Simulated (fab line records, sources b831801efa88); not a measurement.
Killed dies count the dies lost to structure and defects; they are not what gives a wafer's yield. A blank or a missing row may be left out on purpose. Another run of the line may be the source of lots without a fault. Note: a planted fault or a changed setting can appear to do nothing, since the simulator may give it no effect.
fab line records || flow sky130
record {"lots": 6, "wafers": 18, "last-day": 49}
route steps=708 shown FIELD_ISO@1
lots that met no fault: taken from a fault-free run of the same line
start-h: hours from the record's opening day to when the first of the lot's shown wafers began || wait-h: how many hours have passed since the lot's step before this one || " repeats the value in the row above || L1.1+2: one row covering several wafers at once || - no value, or no start was given || * or withheld: withheld || < > ~ a bound
route shown NAME@n: a module of which the file shows steps, and the number in the route of the first || usual: the fault-free wafers' mean and standard deviation || same: alike in all rows || chamber/n: place in a boat || sites: per-site readings || _std_site: their standard deviation || _edge_site: inner sites' mean taken away from outer sites' mean || radius-mm: how far each site lies from the wafer's centre || mask NAME#n: copy n || behind: the last tool/chamber to shape the wafer || hold: why the lot was held/for how many hours/how that ended || device: the transistor (n, p or np) that didn't switch || end of line: the route-end tests of the same wafers || step lacking rows: just its recipe || killed: at the first sort, the dies lost to defects and structure; wafer yield is something else || map: per-die view of a wafer (x killed, . not killed, _ where there is no die)
set.NAME: the setting that was run; set.NAME@STEP: the one run at that earlier step || model.NAME: the simulator's own value behind a step, which no gauge read
lots at some steps of the route; a table a step, a row a wafer
## steps
# step SKY_FIELD_ISO_BOW_MEAS_00
# recipe {"mode": "bow"}
# usual {"INCOMING_BOW": "0/7.4"}
{"lot.wafer": "L529.2", "tool": "film-metro-04", "chamber": "-", "start-h": 20.02, "wait-h": "-", "INCOMING_BOW[um]": 8}
{"lot.wafer": "L529.5", "tool": "film-metro-04", "chamber": "-", "start-h": 20.02, "wait-h": "-", "INCOMING_BOW[um]": 1}
{"lot.wafer": "L529.6", "tool": "film-metro-04", "chamber": "-", "start-h": 20.02, "wait-h": "-", "INCOMING_BOW[um]": 13}
{"lot.wafer": "L533.1", "tool": "film-metro-02", "chamber": "-", "start-h": 40.00, "wait-h": "-", "INCOMING_BOW[um]": -1}
{"lot.wafer": "L533.2", "tool": "film-metro-02", "chamber": "-", "start-h": 40.00, "wait-h": "-", "INCOMING_BOW[um]": 9}
{"lot.wafer": "L533.3", "tool": "film-metro-02", "chamber": "-", "start-h": 40.00, "wait-h": "-", "INCOMING_BOW[um]": 2}
{"lot.wafer": "L536.4", "tool": "film-metro-04", "chamber": "-", "start-h": 55.06, "wait-h": "-", "INCOMING_BOW[um]": 5}
{"lot.wafer": "L536.5", "tool": "film-metro-04", "chamber": "-", "start-h": 55.06, "wait-h": "-", "INCOMING_BOW[um]": -3}
{"lot.wafer": "L536.6", "tool": "film-metro-04", "chamber": "-", "start-h": 55.06, "wait-h": "-", "INCOMING_BOW[um]": -10}
{"lot.wafer": "L541.1", "tool": "film-metro-03", "chamber": "-", "start-h": 80.00, "wait-h": "-", "INCOMING_BOW[um]": 11}
{"lot.wafer": "L541.2", "tool": "film-metro-03", "chamber": "-", "start-h": 80.00, "wait-h": "-", "INCOMING_BOW[um]": -2}
{"lot.wafer": "L541.3", "tool": "film-metro-03", "chamber": "-", "start-h": 80.00, "wait-h": "-", "INCOMING_BOW[um]": -6}
{"lot.wafer": "L542.1", "tool": "film-metro-02", "chamber": "-", "start-h": 85.00, "wait-h": "-", "INCOMING_BOW[um]": -3}
{"lot.wafer": "L542.4", "tool": "film-metro-02", "chamber": "-", "start-h": 85.00, "wait-h": "-", "INCOMING_BOW[um]": -1}
{"lot.wafer": "L542.5", "tool": "film-metro-02", "chamber": "-", "start-h": 85.00, "wait-h": "-", "INCOMING_BOW[um]": 8}
{"lot.wafer": "L547.3", "tool": "film-metro-02", "chamber": "-", "start-h": 110.04, "wait-h": "-", "INCOMING_BOW[um]": 5}
{"lot.wafer": "L547.4", "tool": "film-metro-02", "chamber": "-", "start-h": 110.04, "wait-h": "-", "INCOMING_BOW[um]": 3}
{"lot.wafer": "L547.5", "tool": "film-metro-02", "chamber": "-", "start-h": 110.04, "wait-h": "-", "INCOMING_BOW[um]": -10}
# step SKY_FIELD_ISO_OXIDATION_01
# recipe {"temp-c": 900, "ambient": "O2", "stabilise-s": 600, "purge-s": 300, "target-thk-a": 120, "ox-time-s": 1843}
# step SKY_FIELD_ISO_THK_MEAS_02
# recipe {"reads": "SiO2_of_FIELD_ISO_OXIDATION_01"}
# usual {"FIELD_ISO_OXIDATION_00_THK": "11.98/0.23"}
{"lot.wafer": "L529.2", "tool": "film-metro-04", "chamber": "-", "start-h": 21.90, "wait-h": 0.0, "FIELD_ISO_OXIDATION_00_THK[nm]": 11.74}
{"lot.wafer": "L529.5", "tool": "film-metro-04", "chamber": "-", "start-h": 21.90, "wait-h": 0.0, "FIELD_ISO_OXIDATION_00_THK[nm]": 12.02}
{"lot.wafer": "L529.6", "tool": "film-metro-04", "chamber": "-", "start-h": 21.90, "wait-h": 0.0, "FIELD_ISO_OXIDATION_00_THK[nm]": 11.64}
{"lot.wafer": "L533.1", "tool": "film-metro-02", "chamber": "-", "start-h": 44.71, "wait-h": 0.0, "FIELD_ISO_OXIDATION_00_THK[nm]": 11.69}
{"lot.wafer": "L533.2", "tool": "film-metro-02", "chamber": "-", "start-h": 44.71, "wait-h": 0.0, "FIELD_ISO_OXIDATION_00_THK[nm]": 11.57}
{"lot.wafer": "L533.3", "tool": "film-metro-02", "chamber": "-", "start-h": 44.71, "wait-h": 0.0, "FIELD_ISO_OXIDATION_00_THK[nm]": 11.66}
{"lot.wafer": "L536.4", "tool": "film-metro-04", "chamber": "-", "start-h": 56.66, "wait-h": 0.0, "FIELD_ISO_OXIDATION_00_THK[nm]": 12.04}
{"lot.wafer": "L536.5", "tool": "film-metro-04", "chamber": "-", "start-h": 56.66, "wait-h": 0.0, "FIELD_ISO_OXIDATION_00_THK[nm]": 11.78}
{"lot.wafer": "L536.6", "tool": "film-metro-04", "chamber": "-", "start-h": 56.66, "wait-h": 0.0, "FIELD_ISO_OXIDATION_00_THK[nm]": 11.86}
{"lot.wafer": "L541.1", "tool": "film-metro-02", "chamber": "-", "start-h": 82.67, "wait-h": 0.0, "FIELD_ISO_OXIDATION_00_THK[nm]": 12.22}
{"lot.wafer": "L541.2", "tool": "film-metro-02", "chamber": "-", "start-h": 82.67, "wait-h": 0.0, "FIELD_ISO_OXIDATION_00_THK[nm]": 12.37}
{"lot.wafer": "L541.3", "tool": "film-metro-02", "chamber": "-", "start-h": 82.67, "wait-h": 0.0, "FIELD_ISO_OXIDATION_00_THK[nm]": 12.23}
{"lot.wafer": "L542.1", "tool": "film-metro-04", "chamber": "-", "start-h": 87.08, "wait-h": 0.0, "FIELD_ISO_OXIDATION_00_THK[nm]": 11.71}
{"lot.wafer": "L542.4", "tool": "film-metro-04", "chamber": "-", "start-h": 87.08, "wait-h": 0.0, "FIELD_ISO_OXIDATION_00_THK[nm]": 11.85}
{"lot.wafer": "L542.5", "tool": "film-metro-04", "chamber": "-", "start-h": 87.08, "wait-h": 0.0, "FIELD_ISO_OXIDATION_00_THK[nm]": 11.86}
{"lot.wafer": "L547.3", "tool": "film-metro-02", "chamber": "-", "start-h": 112.12, "wait-h": 0.0, "FIELD_ISO_OXIDATION_00_THK[nm]": 11.93}
{"lot.wafer": "L547.4", "tool": "film-metro-02", "chamber": "-", "start-h": 112.12, "wait-h": 0.0, "FIELD_ISO_OXIDATION_00_THK[nm]": 11.92}
{"lot.wafer": "L547.5", "tool": "film-metro-02", "chamber": "-", "start-h": 112.12, "wait-h": 0.0, "FIELD_ISO_OXIDATION_00_THK[nm]": 11.67}
# step SKY_FIELD_ISO_CVD_03
# recipe {"material": "Si3N4", "precursor": "DCS/NH3", "target-thk-nm": 165, "temp-c": 770, "time-s": 2830, "pressure-mtorr": 250}
# step SKY_FIELD_ISO_THK_MEAS_04
# recipe {"reads": "Si3N4_of_FIELD_ISO_CVD_03"}
# usual {"FIELD_ISO_CVD_03_THK": "165.3/1.4"}
{"lot.wafer": "L529.2", "tool": "film-metro-02", "chamber": "-", "start-h": 23.95, "wait-h": 0.0, "FIELD_ISO_CVD_03_THK[nm]": 164.3}
{"lot.wafer": "L529.5", "tool": "film-metro-02", "chamber": "-", "start-h": 23.95, "wait-h": 0.0, "FIELD_ISO_CVD_03_THK[nm]": 165.2}
{"lot.wafer": "L529.6", "tool": "film-metro-02", "chamber": "-", "start-h": 23.95, "wait-h": 0.0, "FIELD_ISO_CVD_03_THK[nm]": 165.2}
{"lot.wafer": "L533.1", "tool": "film-metro-04", "chamber": "-", "start-h": 46.56, "wait-h": 0.0, "FIELD_ISO_CVD_03_THK[nm]": 167.4}
{"lot.wafer": "L533.2", "tool": "film-metro-04", "chamber": "-", "start-h": 46.56, "wait-h": 0.0, "FIELD_ISO_CVD_03_THK[nm]": 167.9}
{"lot.wafer": "L533.3", "tool": "film-metro-04", "chamber": "-", "start-h": 46.56, "wait-h": 0.0, "FIELD_ISO_CVD_03_THK[nm]": 167.1}
{"lot.wafer": "L536.4", "tool": "film-metro-02", "chamber": "-", "start-h": 58.51, "wait-h": 0.0, "FIELD_ISO_CVD_03_THK[nm]": 164.7}
{"lot.wafer": "L536.5", "tool": "film-metro-02", "chamber": "-", "start-h": 58.51, "wait-h": 0.0, "FIELD_ISO_CVD_03_THK[nm]": 164.5}
{"lot.wafer": "L536.6", "tool": "film-metro-02", "chamber": "-", "start-h": 58.51, "wait-h": 0.0, "FIELD_ISO_CVD_03_THK[nm]": 164.6}
{"lot.wafer": "L541.1", "tool": "film-metro-04", "chamber": "-", "start-h": 86.60, "wait-h": 0.0, "FIELD_ISO_CVD_03_THK[nm]": 164.5}
{"lot.wafer": "L541.2", "tool": "film-metro-04", "chamber": "-", "start-h": 86.60, "wait-h": 0.0, "FIELD_ISO_CVD_03_THK[nm]": 164.6}
{"lot.wafer": "L541.3", "tool": "film-metro-04", "chamber": "-", "start-h": 86.60, "wait-h": 0.0, "FIELD_ISO_CVD_03_THK[nm]": 164.9}
{"lot.wafer": "L542.1", "tool": "film-metro-02", "chamber": "-", "start-h": 89.76, "wait-h": 0.0, "FIELD_ISO_CVD_03_THK[nm]": 164.6}
{"lot.wafer": "L542.4", "tool": "film-metro-02", "chamber": "-", "start-h": 89.76, "wait-h": 0.0, "FIELD_ISO_CVD_03_THK[nm]": 163.8}
{"lot.wafer": "L542.5", "tool": "film-metro-02", "chamber": "-", "start-h": 89.76, "wait-h": 0.0, "FIELD_ISO_CVD_03_THK[nm]": 164.5}
{"lot.wafer": "L547.3", "tool": "film-metro-03", "chamber": "-", "start-h": 113.97, "wait-h": 0.0, "FIELD_ISO_CVD_03_THK[nm]": 162.1}
{"lot.wafer": "L547.4", "tool": "film-metro-03", "chamber": "-", "start-h": 113.97, "wait-h": 0.0, "FIELD_ISO_CVD_03_THK[nm]": 164.3}
{"lot.wafer": "L547.5", "tool": "film-metro-03", "chamber": "-", "start-h": 113.97, "wait-h": 0.0, "FIELD_ISO_CVD_03_THK[nm]": 163.7}
# step SKY_FIELD_ISO_DEHYDRATE_05
# recipe {"temp-c": 200, "time-s": 60}
# step SKY_FIELD_ISO_HMDS_06
# recipe {"prime-time-s": 60, "prime-temp-c": 120}
# step SKY_FIELD_ISO_COAT_07
# recipe {"resist": "BARC", "temp-c": "withheld", "time-s": "withheld", "spin-rpm": 3000, "resist-thk-nm": 60}
# step SKY_FIELD_ISO_COAT_08
# recipe {"resist": "KrF-thick", "spin-rpm": 3000, "resist-thk-nm": 450}
# step SKY_FIELD_ISO_SOFTBAKE_09
# recipe {"temp-c": 100, "time-s": 90, "resist": "KrF-thick"}
# step SKY_FIELD_ISO_EXPOSE_10
# recipe {"mask-id": "FOM", "na": 0.68, "source-shape": "annular", "sigma-inner": 0.4, "sigma-outer": 0.8, "target-cd-nm": 150, "dose-mj": 28}
# step SKY_FIELD_ISO_PEB_11
# recipe {"peb-temp-c": "withheld", "peb-time-s": "withheld", "resist": "KrF-thick"}
# step SKY_FIELD_ISO_DEVELOP_12
# recipe {"develop-time-s": 60, "resist": "KrF-thick", "dev-temp-c": 21}
# usual {"chill-plate-temp-C": "23.01/0.096", "develop-time-s": "60/0"}
{"lot.wafer": "L529.2", "tool": "litho-track-04", "chamber": 0, "start-h": 38, "wait-h": "-", "chill-plate-temp-C": 22.91, "develop-time-s": 60, "model.KrF-thick_of_FIELD_ISO_COAT_08.thk-nm": 435.5}
{"lot.wafer": "L529.5", "tool": "litho-track-04", "chamber": 0, "start-h": 38, "wait-h": "-", "chill-plate-temp-C": 22.99, "develop-time-s": 60, "model.KrF-thick_of_FIELD_ISO_COAT_08.thk-nm": 436.4}
{"lot.wafer": "L529.6", "tool": "litho-track-04", "chamber": 0, "start-h": 38, "wait-h": "-", "chill-plate-temp-C": 23.01, "develop-time-s": 60, "model.KrF-thick_of_FIELD_ISO_COAT_08.thk-nm": 435.6}
{"lot.wafer": "L533.1", "tool": "litho-track-04", "chamber": 0, "start-h": 62, "wait-h": "-", "chill-plate-temp-C": 23.01, "develop-time-s": 60, "model.KrF-thick_of_FIELD_ISO_COAT_08.thk-nm": 437.6}
{"lot.wafer": "L533.2", "tool": "litho-track-04", "chamber": 0, "start-h": 62, "wait-h": "-", "chill-plate-temp-C": 22.97, "develop-time-s": 60, "model.KrF-thick_of_FIELD_ISO_COAT_08.thk-nm": 437.5}
{"lot.wafer": "L533.3", "tool": "litho-track-04", "chamber": 0, "start-h": 62, "wait-h": "-", "chill-plate-temp-C": 22.83, "develop-time-s": 60, "model.KrF-thick_of_FIELD_ISO_COAT_08.thk-nm": 436.1}
{"lot.wafer": "L536.4", "tool": "litho-track-03", "chamber": 0, "start-h": 74, "wait-h": "-", "chill-plate-temp-C": 23.02, "develop-time-s": 60, "model.KrF-thick_of_FIELD_ISO_COAT_08.thk-nm": 435.6}
{"lot.wafer": "L536.5", "tool": "litho-track-03", "chamber": 0, "start-h": 74, "wait-h": "-", "chill-plate-temp-C": 23.13, "develop-time-s": 60, "model.KrF-thick_of_FIELD_ISO_COAT_08.thk-nm": 436.3}
{"lot.wafer": "L536.6", "tool": "litho-track-03", "chamber": 0, "start-h": 74, "wait-h": "-", "chill-plate-temp-C": 23.13, "develop-time-s": 60, "model.KrF-thick_of_FIELD_ISO_COAT_08.thk-nm": 435.5}
{"lot.wafer": "L541.1", "tool": "litho-track-04", "chamber": "-", "start-h": 103, "wait-h": "-", "chill-plate-temp-C": "-", "develop-time-s": "-", "model.KrF-thick_of_FIELD_ISO_COAT_08.thk-nm": 449.6}
{"lot.wafer": "L541.2", "tool": "litho-track-04", "chamber": "-", "start-h": 103, "wait-h": "-", "chill-plate-temp-C": "-", "develop-time-s": "-", "model.KrF-thick_of_FIELD_ISO_COAT_08.thk-nm": 448.8}
{"lot.wafer": "L541.3", "tool": "litho-track-04", "chamber": "-", "start-h": 103, "wait-h": "-", "chill-plate-temp-C": "-", "develop-time-s": "-", "model.KrF-thick_of_FIELD_ISO_COAT_08.thk-nm": 449.7}
{"lot.wafer": "L542.1", "tool": "litho-track-01", "chamber": "-", "start-h": 106, "wait-h": "-", "chill-plate-temp-C": "-", "develop-time-s": "-", "model.KrF-thick_of_FIELD_ISO_COAT_08.thk-nm": 450.1}
{"lot.wafer": "L542.4", "tool": "litho-track-01", "chamber": "-", "start-h": 106, "wait-h": "-", "chill-plate-temp-C": "-", "develop-time-s": "-", "model.KrF-thick_of_FIELD_ISO_COAT_08.thk-nm": 450.1}
{"lot.wafer": "L542.5", "tool": "litho-track-01", "chamber": "-", "start-h": 107, "wait-h": "-", "chill-plate-temp-C": "-", "develop-time-s": "-", "model.KrF-thick_of_FIELD_ISO_COAT_08.thk-nm": 449.2}
{"lot.wafer": "L547.3", "tool": "litho-track-01", "chamber": 0, "start-h": 131, "wait-h": "-", "chill-plate-temp-C": 23.06, "develop-time-s": 60, "model.KrF-thick_of_FIELD_ISO_COAT_08.thk-nm": 436}
{"lot.wafer": "L547.4", "tool": "litho-track-01", "chamber": 0, "start-h": 131, "wait-h": "-", "chill-plate-temp-C": 23.11, "develop-time-s": 60, "model.KrF-thick_of_FIELD_ISO_COAT_08.thk-nm": 435.1}
{"lot.wafer": "L547.5", "tool": "litho-track-01", "chamber": 0, "start-h": 132, "wait-h": "-", "chill-plate-temp-C": 23.17, "develop-time-s": 60, "model.KrF-thick_of_FIELD_ISO_COAT_08.thk-nm": 435.5}
# step SKY_FIELD_ISO_CD_MEAS_13
# recipe {"target-cd-nm": 150}
# usual {"cd-nm": "149.6/1.7"}
{"lot.wafer": "L529.2", "tool": "cd-sem-01", "chamber": "-", "start-h": 38.77, "wait-h": "-", "cd-nm": 150.6}
{"lot.wafer": "L529.5", "tool": "cd-sem-01", "chamber": "-", "start-h": 38.77, "wait-h": "-", "cd-nm": 151.1}
{"lot.wafer": "L529.6", "tool": "cd-sem-01", "chamber": "-", "start-h": 38.77, "wait-h": "-", "cd-nm": 151.3}
{"lot.wafer": "L533.1", "tool": "cd-sem-02", "chamber": "-", "start-h": 62.30, "wait-h": "-", "cd-nm": 149.2}
{"lot.wafer": "L533.2", "tool": "cd-sem-02", "chamber": "-", "start-h": 62.30, "wait-h": "-", "cd-nm": 147.9}
{"lot.wafer": "L533.3", "tool": "cd-sem-02", "chamber": "-", "start-h": 62.30, "wait-h": "-", "cd-nm": 148.4}
{"lot.wafer": "L536.4", "tool": "cd-sem-02", "chamber": "-", "start-h": 74.53, "wait-h": "-", "cd-nm": 152.1}
{"lot.wafer": "L536.5", "tool": "cd-sem-02", "chamber": "-", "start-h": 74.53, "wait-h": "-", "cd-nm": 152.9}
{"lot.wafer": "L536.6", "tool": "cd-sem-02", "chamber": "-", "start-h": 74.53, "wait-h": "-", "cd-nm": 150.4}
{"lot.wafer": "L541.1", "tool": "cd-sem-01", "chamber": "-", "start-h": 103.65, "wait-h": "-", "cd-nm": "-"}
{"lot.wafer": "L541.2", "tool": "cd-sem-01", "chamber": "-", "start-h": 103.65, "wait-h": "-", "cd-nm": "-"}
{"lot.wafer": "L541.3", "tool": "cd-sem-01", "chamber": "-", "start-h": 103.65, "wait-h": "-", "cd-nm": "-"}
{"lot.wafer": "L542.1", "tool": "cd-sem-02", "chamber": "-", "start-h": 107.07, "wait-h": "-", "cd-nm": "-"}
{"lot.wafer": "L542.4", "tool": "cd-sem-02", "chamber": "-", "start-h": 107.07, "wait-h": "-", "cd-nm": "-"}
{"lot.wafer": "L542.5", "tool": "cd-sem-02", "chamber": "-", "start-h": 107.07, "wait-h": "-", "cd-nm": "-"}
{"lot.wafer": "L547.3", "tool": "cd-sem-02", "chamber": "-", "start-h": 132.11, "wait-h": "-", "cd-nm": 147.9}
{"lot.wafer": "L547.4", "tool": "cd-sem-02", "chamber": "-", "start-h": 132.11, "wait-h": "-", "cd-nm": 147.3}
{"lot.wafer": "L547.5", "tool": "cd-sem-02", "chamber": "-", "start-h": 132.11, "wait-h": "-", "cd-nm": 148.3}
## key
first-sign {"step": "SKY_FIELD_ISO_DEVELOP_12", "reading": "tool-record", "direction": "missing"}
effect none on later readings
model-effect {"step": "SKY_FIELD_ISO_DEVELOP_12", "value": "KrF-thick_of_FIELD_ISO_COAT_08.thk-nm", "without": 435.5, "struck": 449.6}
met-at SKY_FIELD_ISO_DEVELOP_12
struck-wafers L541.1,L541.2,L541.3,L542.1,L542.4,L542.5
later-rows-left-out L541.1,L541.2,L541.3,L542.1,L542.4,L542.5
sort-left-out L541.1,L541.2,L541.3,L542.1,L542.4,L542.5
tester-left-out L541,L542
onset-between 62 103
fault {"kind": "skipped-step-whole", "tool": "litho-track-01,litho-track-04", "chamber": "-", "onset-h": 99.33, "steps": "SKY_FIELD_ISO_DEVELOP_12", "scope": "struck-lots-only"}
# tester-left-out: of these lots the tester's yield and bins aren't shown, on N5 and GAA mostly nor the transistor test; their killed dies are dies lost to structure and defects alone, not to doping, threshold or leakage, so they don't give the yield
# sort-left-out: the simulated sort isn't trusted on such a fault, so these wafers' sort isn't shown, and their yield isn't known
# later-rows-left-out: the simulator's readings of these wafers behind a module that went badly wrong aren't trusted and aren't shown, but for the sort
